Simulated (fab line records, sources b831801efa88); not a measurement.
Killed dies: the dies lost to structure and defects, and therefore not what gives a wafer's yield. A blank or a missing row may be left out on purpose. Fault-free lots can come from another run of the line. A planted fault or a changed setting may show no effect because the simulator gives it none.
fab line records -- flow gf180mcu -- part 1 of 2: steps 1 to 26 of 36
[record] lots = 5, wafers = 15, last_day = 33
route steps=602 shown SAB@272 SALICIDE@278 CONTACT@287
lots that met no fault: from a run of the same line without faults
start_h: start of the lot's first displayed wafer, in hours after the record's first day -- wait_h: hours since the lot's step before -- " the same as in the row above -- L1.1+2: one row covering several wafers at once -- - no value present, or no start provided -- * or withheld: withheld -- < > ~ a bound
route shown NAME@n: names a module that has steps shown in the file, with the first one's number in the route -- usual: mean and standard deviation over wafers with no fault -- same: alike in all rows -- chamber/n: place in a boat -- sites: the reading at each site -- _std_site: standard deviation across them -- _edge_site: outer sites' mean less inner sites' -- radius_mm: how far each site lies from the wafer's centre -- mask NAME#n: copy n -- behind: the most recent tool/chamber to have shaped the wafer -- hold: the reason the lot was held/the length of the hold in hours/how it ended -- device: the n, p or np transistor that did not switch -- end of line: at the end of the route, the tests of the same wafers -- where a step has no rows: the recipe by itself -- killed: not the wafer's yield, but the dies lost to structure and defects at the first sort -- map: dies across one wafer; x = killed, . = not, _ = none there
set.NAME: the setting that was run; set.NAME@STEP: the one run at that earlier step -- model.NAME: the simulator's own value behind a step, which no gauge read
certain route steps with their lots: each step a table, each wafer a row
services: when a tool's chamber went out of use (start_h, in hours from the record's first day, below 0 if earlier), for how many hours, and the reason
[[steps]]
[step GF_SAB_DEVELOP_08]
[recipe] develop_time_s = 60, dev_temp_c = 23
[usual] exhaust_pa = 44.7/0.81
lot.wafer,tool,chamber,start_h,wait_h,exhaust_pa
L074.1,litho_track-01,0,336.90,0.1,44.0
L074.5,litho_track-01,0,336.90,0.1,44.1
L074.6,litho_track-01,0,336.90,0.1,44.4
L078.1,litho_track-02,0,374.93,0.1,46.5
L078.2,litho_track-02,0,374.93,0.1,45.0
L078.3,litho_track-02,0,374.93,0.1,46.0
L086.2,litho_track-03,0,450.22,0.1,44.6
L086.3,litho_track-03,0,450.22,0.1,43.3
L086.5,litho_track-03,0,450.22,0.1,44.3
L091.1,litho_track-03,0,484.09,0.1,44.5
L091.4,litho_track-03,0,484.09,0.1,45.8
L091.5,litho_track-03,0,484.09,0.1,44.0
L092.1,litho_track-02,0,494.43,0.1,45.3
L092.5,litho_track-02,0,494.43,0.1,45.2
L092.6,litho_track-02,0,494.43,0.1,44.1
[step GF_SAB_CD_MEAS_09]
[recipe] target_cd_nm = 420
[usual] cd_nm = 420.2/2
lot.wafer,tool,chamber,start_h,wait_h,cd_nm
L074.1,cd_sem-02,-,337.05,0.1,420.5
L074.5,cd_sem-02,-,337.05,0.1,418.3
L074.6,cd_sem-02,-,337.05,0.1,419.5
L078.1,cd_sem-01,-,375.08,0.1,419.5
L078.2,cd_sem-01,-,375.08,0.1,420.7
L078.3,cd_sem-01,-,375.08,0.1,421.1
L086.2,cd_sem-01,-,450.36,0.1,420.6
L086.3,cd_sem-01,-,450.36,0.1,420.1
L086.5,cd_sem-01,-,450.36,0.1,419.0
L091.1,cd_sem-02,-,484.32,0.2,417.7
L091.4,cd_sem-02,-,484.32,0.2,420.0
L091.5,cd_sem-02,-,484.32,0.2,419.0
L092.1,cd_sem-02,-,494.58,0.1,423.2
L092.5,cd_sem-02,-,494.58,0.1,422.0
L092.6,cd_sem-02,-,494.58,0.1,421.4
[step GF_SAB_OVL_MEAS_10]
[usual] SAB_OVL = -0.4/1.4
lot.wafer,tool,chamber,start_h,wait_h,SAB_OVL[nm]
L074.1,overlay-02,-,337.17,0.1,-0.5
L074.5,overlay-02,-,337.17,0.1,-0.4
L074.6,overlay-02,-,337.17,0.1,-0.3
L078.1,overlay-01,-,375.20,0.1,-0.9
L078.2,overlay-01,-,375.20,0.1,-1.0
L078.3,overlay-01,-,375.20,0.1,-0.5
L086.2,overlay-01,-,450.47,0.1,1.6
L086.3,overlay-01,-,450.47,0.1,1.0
L086.5,overlay-01,-,450.47,0.1,1.6
L091.1,overlay-01,-,484.44,0.1,-3.1
L091.4,overlay-01,-,484.44,0.1,-0.6
L091.5,overlay-01,-,484.44,0.1,-3.3
L092.1,overlay-01,-,494.70,0.1,-1.0
L092.5,overlay-01,-,494.70,0.1,0.6
L092.6,overlay-01,-,494.70,0.1,-1.4
[step GF_SAB_ETCH_11]
[recipe] chemistry = C4F8/O2/Ar, mask_material = NOVOLAK, target = SiO2, target_depth_nm = 55, source_w = 1500, bias_w = 1200, pressure_mtorr = 40, c4f8_flow_sccm = withheld, O2_flow_sccm = 6, Ar_flow_sccm = 300, time_s = 8.5
[usual] oes_product_au = 0.995/0.011
[same] time_s = 8.5
lot.wafer,tool,chamber,start_h,wait_h,oes_product_au,rf_hours_counter_h
L074.1,rie_diel-03,1,337.21,0.0,0.998,109
L074.5,rie_diel-03,3,337.21,0.0,0.993,-
L074.6,rie_diel-03,2,337.21,0.0,0.995,-
L078.1,rie_diel-02,0,375.24,0.0,1.011,8
L078.2,rie_diel-02,3,375.24,0.0,0.985,28
L078.3,rie_diel-02,2,375.24,0.0,1.000,30
L086.2,rie_diel-02,2,450.50,0.0,0.995,32
L086.3,rie_diel-02,0,450.50,0.0,1.004,10
L086.5,rie_diel-02,2,450.50,0.0,0.993,-
L091.1,rie_diel-03,1,484.47,0.0,1.014,1
L091.4,rie_diel-03,3,484.47,0.0,0.992,-
L091.5,rie_diel-03,2,484.47,0.0,0.985,-
L092.1,rie_diel-02,2,494.74,0.0,0.986,33
L092.5,rie_diel-02,2,494.74,0.0,0.987,-
L092.6,rie_diel-02,1,494.74,0.0,1.001,-
[step GF_SAB_WET_ETCH_12]
[recipe] chemistry = dHF, target_depth_nm = 22, dry = n2_spin, target = SiO2, temp_c = 25, dilution = 100:1, time_s = 440
[same] time_s = 440
lot.wafer,tool,chamber,start_h,wait_h
L074.1+5+6,wet_bench-03,2,337.23,0.0
L078.1+2+3,wet_bench-03,0,375.26,0.0
L086.2+3+5,wet_bench-03,2,450.52,0.0
L091.1+4+5,wet_bench-04,3,484.49,0.0
L092.1+5+6,wet_bench-04,2,494.76,0.0
[step GF_SAB_STRIP_13]
[recipe] chemistry = O2/N2, power_w = 1400, pressure_mtorr = 1500, platen_temp_c = 250, o2_flow_sccm = 3000, n2_flow_sccm = 300, overash_fraction = 0.5
[usual] drypump_motor_current_A = 5.62/0.26, heater_power_w = 376/36, oes_product_au = 0.709/0.0044, platen_temp_c = 249.97/0.2, strip_time_to_endpoint_s = 12.61/0.033
lot.wafer,tool,chamber,start_h,wait_h,drypump_motor_current_A,heater_power_w,oes_product_au,platen_temp_c,rf_hours_counter_h,strip_time_to_endpoint_s
L074.1,plasma_asher-04,0,337.36,0.0,5.66,389,0.706,249.82,53,12.60
L074.5,plasma_asher-04,0,337.36,0.0,5.68,395,0.712,249.92,-,12.63
L074.6,plasma_asher-04,1,337.36,0.0,5.58,418,0.708,250.31,-,12.67
L078.1,plasma_asher-04,0,375.39,0.0,5.66,399,0.716,250.03,56,12.72
L078.2,plasma_asher-04,1,375.39,0.0,5.58,420,0.713,250.05,56,12.65
L078.3,plasma_asher-04,0,375.39,0.0,5.64,391,0.711,249.84,-,12.71
L086.2,plasma_asher-04,0,450.65,0.0,5.63,396,0.708,250.06,65,12.65
L086.3,plasma_asher-04,0,450.65,0.0,5.64,386,0.705,250.05,-,12.64
L086.5,plasma_asher-04,1,450.65,0.0,5.58,411,0.710,249.97,-,12.59
L091.1,plasma_asher-01,1,484.62,0.0,5.73,376,0.710,250.00,82,12.60
L091.4,plasma_asher-01,0,484.62,0.0,5.32,313,0.708,249.98,-,12.63
L091.5,plasma_asher-01,1,484.62,0.0,5.75,384,0.706,250.08,-,12.62
L092.1,plasma_asher-04,0,494.89,0.0,5.68,400,0.717,249.66,69,12.65
L092.5,plasma_asher-04,0,494.89,0.0,5.66,397,0.711,249.83,-,12.62
L092.6,plasma_asher-04,1,494.89,0.0,5.58,414,0.712,249.86,-,12.66
[step GF_SALICIDE_CLEAN_00]
[recipe] chemistry = SC1/SC2, mix = 1:4:20, temp_c = 70, time_s = 150
[same] time_s = 150
lot.wafer,tool,chamber,start_h,wait_h
L074.1+5+6,wet_bench-02,3,337.46,0.1
L078.1+2+3,wet_bench-02,1,375.49,0.1
L086.2+3+5,wet_bench-02,0,450.75,0.1
L091.1+4+5,wet_bench-03,0,484.72,0.1
L092.1+5+6,wet_bench-03,0,494.99,0.1
[step GF_SALICIDE_WET_ETCH_01]
[recipe] chemistry = dHF, target_depth_nm = 5, dry = ipa_marangoni, target = SiO2, temp_c = 25, dilution = 100:1, time_s = 100
[same] time_s = 100
lot.wafer,tool,chamber,start_h,wait_h
L074.1+5+6,wet_bench-04,0,337.52,0.0
L078.1+2+3,wet_bench-04,2,375.54,0.0
L086.2+3+5,wet_bench-03,0,450.80,0.0
L091.1+4+5,wet_bench-02,1,484.77,0.0
L092.1+5+6,wet_bench-02,1,495.04,0.0
[step GF_SALICIDE_SPUTTER_02]
[recipe] material = Co, target_thk_nm = 10, power_w = 1000, time_s = 20, chamber_pressure_pa = 0.4
[usual] chamber_pressure_pa = 0.4000/0.00076, throttle_valve_pct = 30.0/0.94
[same] time_s = 20
lot.wafer,tool,chamber,start_h,wait_h,chamber_pressure_pa,throttle_valve_pct
L074.1,pvd_sputter-04,-,337.55,0.0,0.3996,31.2
L074.5,pvd_sputter-04,-,337.55,0.0,0.3991,28.9
L074.6,pvd_sputter-04,-,337.55,0.0,0.3992,30.0
L078.1,pvd_sputter-01,-,375.58,0.0,0.4003,29.1
L078.2,pvd_sputter-01,-,375.58,0.0,0.4003,31.2
L078.3,pvd_sputter-01,-,375.58,0.0,0.3994,29.8
L086.2,pvd_sputter-04,-,450.83,0.0,0.3998,30.9
L086.3,pvd_sputter-04,-,450.83,0.0,0.3991,30.2
L086.5,pvd_sputter-04,-,450.83,0.0,0.4000,29.8
L091.1,pvd_sputter-01,-,484.81,0.0,0.3985,31.9
L091.4,pvd_sputter-01,-,484.81,0.0,0.4001,29.3
L091.5,pvd_sputter-01,-,484.81,0.0,0.3996,31.3
L092.1,pvd_sputter-03,-,495.07,0.0,0.4010,29.4
L092.5,pvd_sputter-03,-,495.07,0.0,0.4007,28.4
L092.6,pvd_sputter-03,-,495.07,0.0,0.3999,30.1
[step GF_SALICIDE_SPUTTER_03]
[recipe] material = TiN, target_thk_nm = 20, power_w = 6500, time_s = 16.7, chamber_pressure_pa = 0.4
[usual] chamber_pressure_pa = 0.4000/0.00074, throttle_valve_pct = 30.0/0.94
[same] time_s = 16.7
lot.wafer,tool,chamber,start_h,wait_h,chamber_pressure_pa,throttle_valve_pct
L074.1,pvd_sputter-04,-,337.58,0.0,0.4002,31.0
L074.5,pvd_sputter-04,-,337.58,0.0,0.3998,28.7
L074.6,pvd_sputter-04,-,337.58,0.0,0.3992,29.6
L078.1,pvd_sputter-01,-,375.60,0.0,0.4007,29.5
L078.2,pvd_sputter-01,-,375.60,0.0,0.3987,31.3
L078.3,pvd_sputter-01,-,375.60,0.0,0.3996,30.3
L086.2,pvd_sputter-04,-,450.86,0.0,0.4013,30.8
L086.3,pvd_sputter-04,-,450.86,0.0,0.3995,29.6
L086.5,pvd_sputter-04,-,450.86,0.0,0.4006,29.6
L091.1,pvd_sputter-01,-,484.84,0.0,0.3996,31.5
L091.4,pvd_sputter-01,-,484.84,0.0,0.4003,29.4
L091.5,pvd_sputter-01,-,484.84,0.0,0.4005,31.2
L092.1,pvd_sputter-03,-,495.10,0.0,0.3995,29.4
L092.5,pvd_sputter-03,-,495.10,0.0,0.4012,28.5
L092.6,pvd_sputter-03,-,495.10,0.0,0.4004,30.2
[step GF_SALICIDE_RS_MEAS_04]
[recipe] thk_meas_gauge = four-point-probe, reads = TiN_of_SALICIDE_SPUTTER_03+Co_of_SALICIDE_SPUTTER_02
[usual] SALICIDE_TIN_RS = 16.3/0.34
lot.wafer,tool,chamber,start_h,wait_h,SALICIDE_TIN_RS[ohm/sq]
L074.1,film_metro-02,-,337.61,0.0,16.4
L074.5,film_metro-02,-,337.61,0.0,16.2
L074.6,film_metro-02,-,337.61,0.0,16.6
L078.1,film_metro-04,-,375.63,0.0,15.8
L078.2,film_metro-04,-,375.63,0.0,16.2
L078.3,film_metro-04,-,375.63,0.0,16.1
L086.2,film_metro-04,-,450.91,0.0,16.1
L086.3,film_metro-04,-,450.91,0.0,15.7
L086.5,film_metro-04,-,450.91,0.0,15.9
L091.1,film_metro-02,-,484.86,0.0,16.4
L091.4,film_metro-02,-,484.86,0.0,16.0
L091.5,film_metro-02,-,484.86,0.0,16.3
L092.1,film_metro-02,-,495.13,0.0,16.2
L092.5,film_metro-02,-,495.13,0.0,16.0
L092.6,film_metro-02,-,495.13,0.0,15.9
[step GF_SALICIDE_THK_MEAS_05]
[recipe] thk_meas_gauge = xrf, reads = TiN_of_SALICIDE_SPUTTER_03
[usual] SALICIDE_TIN_THK = 20.2/0.31
lot.wafer,tool,chamber,start_h,wait_h,SALICIDE_TIN_THK[nm]
L074.1,film_metro-02,-,337.73,0.1,20.4
L074.5,film_metro-02,-,337.73,0.1,20.4
L074.6,film_metro-02,-,337.73,0.1,20.5
L078.1,film_metro-04,-,375.75,0.1,19.9
L078.2,film_metro-04,-,375.75,0.1,19.9
L078.3,film_metro-04,-,375.75,0.1,20.0
L086.2,film_metro-04,-,451.02,0.1,20.4
L086.3,film_metro-04,-,451.02,0.1,20.7
L086.5,film_metro-04,-,451.02,0.1,20.4
L091.1,film_metro-02,-,484.98,0.1,20.6
L091.4,film_metro-02,-,484.98,0.1,20.3
L091.5,film_metro-02,-,484.98,0.1,19.8
L092.1,film_metro-02,-,495.25,0.1,20.2
L092.5,film_metro-02,-,495.25,0.1,20.2
L092.6,film_metro-02,-,495.25,0.1,20.5
[step GF_SALICIDE_RTA_06]
[recipe] temp_c = 530, time_s = 30, ambient = N2
[usual] lamp_power_pct = 5.3/0.37, wafer_temp_C_max = 533.6/0.82
[same] time_s = 30
lot.wafer,tool,chamber,start_h,wait_h,lamp_power_pct,wafer_temp_C_max
L074.1,rtp_anneal-01,0,337.79,0.1,5.8,533.0
L074.5,rtp_anneal-01,0,337.79,0.1,5.8,532.8
L074.6,rtp_anneal-01,0,337.79,0.1,5.8,533.2
L078.1,rtp_anneal-02,0,375.81,0.1,5.0,533.1
L078.2,rtp_anneal-02,0,375.81,0.1,5.0,533.8
L078.3,rtp_anneal-02,0,375.81,0.1,5.0,533.8
L086.2,rtp_anneal-02,0,451.08,0.1,5.0,532.5
L086.3,rtp_anneal-02,0,451.08,0.1,5.0,533.0
L086.5,rtp_anneal-02,0,451.08,0.1,5.0,532.9
L091.1,rtp_anneal-02,0,485.04,0.1,5.0,533.7
L091.4,rtp_anneal-02,0,485.04,0.1,5.0,533.8
L091.5,rtp_anneal-02,0,485.04,0.1,5.0,533.7
L092.1,rtp_anneal-02,0,495.31,0.1,5.0,534.7
L092.5,rtp_anneal-02,0,495.31,0.1,5.0,536.1
L092.6,rtp_anneal-02,0,495.31,0.1,5.0,533.7
[step GF_SALICIDE_WET_ETCH_07]
[recipe] chemistry = SPM, target_depth_nm = 120, dry = n2_spin
lot.wafer,tool,chamber,start_h,wait_h
L074.1+5+6,wet_bench-04,1,337.89,0.1
L078.1+2+3,wet_bench-03,3,375.91,0.1
L086.2+3+5,wet_bench-03,0,451.17,0.1
L091.1+4+5,wet_bench-03,0,485.14,0.1
L092.1+5+6,wet_bench-04,2,495.41,0.1
[step GF_SALICIDE_RTA_08]
[recipe] temp_c = 800, time_s = 30, ambient = N2
[usual] lamp_power_pct = 15.3/1, wafer_temp_C_max = 804.9/1.3
[same] time_s = 30
lot.wafer,tool,chamber,start_h,wait_h,lamp_power_pct,wafer_temp_C_max
L074.1,rtp_anneal-02,0,337.98,0.0,14.0,807.8
L074.5,rtp_anneal-02,0,337.98,0.0,14.0,805.2
L074.6,rtp_anneal-02,0,337.98,0.0,14.0,806.1
L078.1,rtp_anneal-01,0,376.00,0.0,16.1,803.6
L078.2,rtp_anneal-01,0,376.00,0.0,16.1,803.6
L078.3,rtp_anneal-01,0,376.00,0.0,16.1,803.8
L086.2,rtp_anneal-01,0,451.28,0.0,16.1,804.0
L086.3,rtp_anneal-01,0,451.28,0.0,16.1,804.0
L086.5,rtp_anneal-01,0,451.28,0.0,16.1,804.4
L091.1,rtp_anneal-01,0,485.24,0.0,16.1,804.3
L091.4,rtp_anneal-01,0,485.24,0.0,16.1,805.7
L091.5,rtp_anneal-01,0,485.24,0.0,16.1,804.6
L092.1,rtp_anneal-01,0,495.50,0.0,16.1,804.3
L092.5,rtp_anneal-01,0,495.50,0.0,16.1,805.9
L092.6,rtp_anneal-01,0,495.50,0.0,16.1,803.8
[step GF_CONTACT_CVD_00]
[recipe] material = SiO2, target_thk_nm = 300, sigma_open_frac = 0.3, temp_c = 400, time_s = 50, sih4_flow_sccm = 60, pressure_mtorr = 6
[same] time_s = 50
lot.wafer,tool,chamber,start_h,wait_h
L074.1+5+6,hdpcvd-01,"2,2,1",338.08,0.1
L078.1+2+3,hdpcvd-02,"2,0,1",376.10,0.1
L086.2+3+5,hdpcvd-01,"2,0,0",451.36,0.1
L091.1+4+5,hdpcvd-01,"0,2,1",485.34,0.1
L092.1+5+6,hdpcvd-02,"1,0,2",495.60,0.1
[step GF_CONTACT_THK_MEAS_01]
[recipe] reads = SiO2_of_CONTACT_CVD_00
[usual] CONTACT_CVD_00_THK = 300/4
lot.wafer,tool,chamber,start_h,wait_h,CONTACT_CVD_00_THK[nm]
L074.1,film_metro-04,-,338.12,0.0,304
L074.5,film_metro-04,-,338.12,0.0,303
L074.6,film_metro-04,-,338.12,0.0,301
L078.1,film_metro-04,-,376.15,0.0,299
L078.2,film_metro-04,-,376.15,0.0,293
L078.3,film_metro-04,-,376.15,0.0,297
L086.2,film_metro-01,-,451.44,0.1,300
L086.3,film_metro-01,-,451.44,0.1,302
L086.5,film_metro-01,-,451.44,0.1,304
L091.1,film_metro-03,-,485.38,0.0,302
L091.4,film_metro-03,-,485.38,0.0,309
L091.5,film_metro-03,-,485.38,0.0,298
L092.1,film_metro-01,-,495.64,0.0,299
L092.5,film_metro-01,-,495.64,0.0,294
L092.6,film_metro-01,-,495.64,0.0,299
[step GF_CONTACT_CVD_02]
[recipe] material = SiO2, target_thk_nm = 860, precursor = TEOS, temp_c = 400, time_s = 95.992, rf_w = 600
[usual] heater_power_outer_w = 364/61, heater_power_w = 632/100
[same] time_s = 95.992
lot.wafer,tool,chamber,start_h,wait_h,heater_power_outer_w,heater_power_w
L074.1,pecvd-04,0,338.18,0.1,251,447
L074.5,pecvd-04,0,338.18,0.1,281,473
L074.6,pecvd-04,1,338.18,0.1,409,713
L078.1,pecvd-02,1,376.21,0.1,329,623
L078.2,pecvd-02,2,376.21,0.1,469,691
L078.3,pecvd-02,0,376.21,0.1,362,640
L086.2,pecvd-03,2,451.49,0.0,397,691
L086.3,pecvd-03,1,451.49,0.0,383,637
L086.5,pecvd-03,1,451.49,0.0,401,638
L091.1,pecvd-04,2,485.44,0.1,400,732
L091.4,pecvd-04,0,485.44,0.1,295,500
L091.5,pecvd-04,1,485.44,0.1,309,582
L092.1,pecvd-04,2,495.70,0.1,355,652
L092.5,pecvd-04,0,495.70,0.1,286,488
L092.6,pecvd-04,1,495.70,0.1,364,652
[step GF_CONTACT_THK_MEAS_03]
[recipe] reads = SiO2_of_CONTACT_CVD_02
[usual] CONTACT_CVD_02_THK = 862/12
lot.wafer,tool,chamber,start_h,wait_h,CONTACT_CVD_02_THK[nm]
L074.1,film_metro-03,-,338.25,0.0,873
L074.5,film_metro-03,-,338.25,0.0,889
L074.6,film_metro-03,-,338.25,0.0,886
L078.1,film_metro-01,-,376.28,0.0,866
L078.2,film_metro-01,-,376.28,0.0,864
L078.3,film_metro-01,-,376.28,0.0,860
L086.2,film_metro-03,-,451.57,0.0,863
L086.3,film_metro-03,-,451.57,0.0,854
L086.5,film_metro-03,-,451.57,0.0,873
L091.1,film_metro-03,-,485.51,0.0,836
L091.4,film_metro-03,-,485.51,0.0,856
L091.5,film_metro-03,-,485.51,0.0,869
L092.1,film_metro-03,-,495.77,0.0,846
L092.5,film_metro-03,-,495.77,0.0,876
L092.6,film_metro-03,-,495.77,0.0,882
[step GF_CONTACT_CMP_04]
[recipe] material = SiO2, down_force_psi = 4, platen_rpm = 60, pad_velocity_m_s = 0.94248
[usual] motor_current_A = 12.0/0.93, platen_rpm = 60.00/0.037, retaining_ring_pressure_frac = 1.000/0.0049, time_to_endpoint_s = 113/6.9
lot.wafer,tool,chamber,start_h,wait_h,motor_current_A,platen_rpm,retaining_ring_pressure_frac,time_to_endpoint_s
L074.1,cmp-01,1,338.46,0.2,12.5,60.03,0.996,122
L074.6,cmp-01,2,338.46,0.2,12.1,60.05,1.000,125
L074.5,cmp-01,3,338.46,0.2,11.3,60.02,0.994,112
L078.2,cmp-02,2,382.02,5.7,11.3,59.95,1.006,120
L078.3,cmp-02,3,382.02,5.7,12.3,60.01,1.001,110
L078.1,cmp-02,0,382.02,5.7,12.6,59.98,0.998,113
L086.2,cmp-01,2,451.67,0.1,12.4,60.00,1.007,115
L086.3,cmp-01,0,451.67,0.1,10.9,60.05,1.002,105
L086.5,cmp-01,2,451.67,0.1,12.0,59.97,1.004,122
L091.4,cmp-02,3,485.57,0.0,12.8,59.99,1.007,109
L091.1,cmp-02,0,485.57,0.0,12.4,59.97,1.010,109
L091.5,cmp-02,0,485.57,0.0,12.7,60.00,1.012,122
L092.1,cmp-01,1,495.98,0.2,12.5,59.99,1.006,111
L092.6,cmp-01,2,495.98,0.2,11.5,60.04,0.987,122
L092.5,cmp-01,3,495.98,0.2,10.5,59.99,0.993,106
[step GF_CONTACT_BOW_MEAS_05]
[recipe] mode = bow
[usual] CONTACT_BOW = 65/7.2
lot.wafer,tool,chamber,start_h,wait_h,CONTACT_BOW[um]
L074.1,film_metro-04,-,338.61,0.1,53
L074.5,film_metro-04,-,338.61,0.1,61
L074.6,film_metro-04,-,338.61,0.1,69
L078.1,film_metro-03,-,382.32,0.1,81
L078.2,film_metro-03,-,382.32,0.1,72
L078.3,film_metro-03,-,382.32,0.1,52
L086.2,film_metro-04,-,451.94,0.2,65
L086.3,film_metro-04,-,451.94,0.2,66
L086.5,film_metro-04,-,451.94,0.2,56
L091.1,film_metro-01,-,485.87,0.2,57
L091.4,film_metro-01,-,485.87,0.2,68
L091.5,film_metro-01,-,485.87,0.2,75
L092.1,film_metro-01,-,496.13,0.1,62
L092.5,film_metro-01,-,496.13,0.1,67
L092.6,film_metro-01,-,496.13,0.1,67
[step GF_CONTACT_DEHYDRATE_06]
[recipe] temp_c = 200, time_s = 60
[usual] exhaust_pa = 45.0/0.86
[same] time_s = 60
lot.wafer,tool,chamber,start_h,wait_h,exhaust_pa
L074.1,litho_track-02,0,348.83,10.2,43.4
L074.5,litho_track-02,0,348.83,10.2,45.8
L074.6,litho_track-02,0,348.83,10.2,44.3
L078.1,litho_track-04,0,391.10,8.8,44.0
L078.2,litho_track-04,0,391.10,8.8,44.1
L078.3,litho_track-04,0,391.10,8.8,44.9
L086.2,litho_track-04,0,462.92,11.0,43.4
L086.3,litho_track-04,0,462.92,11.0,43.5
L086.5,litho_track-04,0,462.92,11.0,43.9
L091.1,litho_track-02,0,497.03,11.1,43.6
L091.4,litho_track-02,0,497.03,11.1,44.4
L091.5,litho_track-02,0,497.03,11.1,44.1
L092.1,litho_track-04,0,507.10,10.9,45.4
L092.5,litho_track-04,0,507.10,10.9,46.0
L092.6,litho_track-04,0,507.10,10.9,43.3
[step GF_CONTACT_HMDS_07]
[recipe] prime_time_s = 60, prime_temp_c = 120
[usual] exhaust_pa = 44.9/0.7
[same] prime_time_s = 60
lot.wafer,tool,chamber,start_h,wait_h,exhaust_pa
L074.1,litho_track-02,0,348.98,0.1,45.0
L074.5,litho_track-02,0,348.98,0.1,45.2
L074.6,litho_track-02,0,348.98,0.1,43.9
L078.1,litho_track-04,0,391.25,0.1,44.6
L078.2,litho_track-04,0,391.25,0.1,46.1
L078.3,litho_track-04,0,391.25,0.1,44.9
L086.2,litho_track-04,0,463.07,0.1,44.9
L086.3,litho_track-04,0,463.07,0.1,44.1
L086.5,litho_track-04,0,463.07,0.1,44.5
L091.1,litho_track-02,0,497.18,0.1,45.6
L091.4,litho_track-02,0,497.18,0.1,42.6
L091.5,litho_track-02,0,497.18,0.1,44.6
L092.1,litho_track-04,0,507.25,0.1,45.0
L092.5,litho_track-04,0,507.25,0.1,45.2
L092.6,litho_track-04,0,507.25,0.1,45.6
[step GF_CONTACT_COAT_08]
[recipe] resist = BARC, temp_c = withheld, time_s = withheld, spin_rpm = withheld, resist_thk_nm = withheld
[usual] exhaust_pa = 45.1/0.91
lot.wafer,tool,chamber,start_h,wait_h,exhaust_pa
L074.1,litho_track-02,0,349.13,0.1,43.5
L074.5,litho_track-02,0,349.13,0.1,44.8
L074.6,litho_track-02,0,349.13,0.1,44.2
L078.1,litho_track-04,0,391.40,0.1,45.0
L078.2,litho_track-04,0,391.40,0.1,44.1
L078.3,litho_track-04,0,391.40,0.1,45.7
L086.2,litho_track-04,0,463.22,0.1,45.2
L086.3,litho_track-04,0,463.22,0.1,44.2
L086.5,litho_track-04,0,463.22,0.1,44.7
L091.1,litho_track-02,0,497.33,0.1,46.7
L091.4,litho_track-02,0,497.33,0.1,47.0
L091.5,litho_track-02,0,497.33,0.1,44.8
L092.1,litho_track-04,0,507.40,0.1,44.3
L092.5,litho_track-04,0,507.40,0.1,43.5
L092.6,litho_track-04,0,507.40,0.1,43.7
[step GF_CONTACT_COAT_09]
[recipe] resist = KrF, spin_rpm = withheld, resist_thk_nm = 1000
[usual] exhaust_pa = 45.1/0.84
lot.wafer,tool,chamber,start_h,wait_h,exhaust_pa
L074.1,litho_track-02,0,-,-,45.5
L074.5,litho_track-02,0,-,-,44.7
L074.6,litho_track-02,0,-,-,44.3
L078.1,litho_track-04,0,-,-,45.4
L078.2,litho_track-04,0,-,-,43.9
L078.3,litho_track-04,0,-,-,44.0
L086.2,litho_track-04,0,-,-,45.6
L086.3,litho_track-04,0,-,-,45.1
L086.5,litho_track-04,0,-,-,43.8
L091.1,litho_track-02,0,-,-,44.2
L091.4,litho_track-02,0,-,-,44.0
L091.5,litho_track-02,0,-,-,45.5
L092.1,litho_track-04,0,-,-,45.6
L092.5,litho_track-04,0,-,-,44.2
L092.6,litho_track-04,0,-,-,45.0
[step GF_CONTACT_SOFTBAKE_10]
[recipe] temp_c = 130, time_s = 60, resist = KrF
[usual] exhaust_pa = 45.0/0.83
[same] time_s = 60
lot.wafer,tool,chamber,start_h,wait_h,exhaust_pa
L074.1,litho_track-02,0,-,-,44.8
L074.5,litho_track-02,0,-,-,44.7
L074.6,litho_track-02,0,-,-,45.3
L078.1,litho_track-04,0,-,-,46.2
L078.2,litho_track-04,0,-,-,46.4
L078.3,litho_track-04,0,-,-,44.5
L086.2,litho_track-04,0,-,-,45.2
L086.3,litho_track-04,0,-,-,44.1
L086.5,litho_track-04,0,-,-,44.4
L091.1,litho_track-02,0,-,-,44.7
L091.4,litho_track-02,0,-,-,45.6
L091.5,litho_track-02,0,-,-,44.2
L092.1,litho_track-04,0,-,-,45.2
L092.5,litho_track-04,0,-,-,44.3
L092.6,litho_track-04,0,-,-,44.2
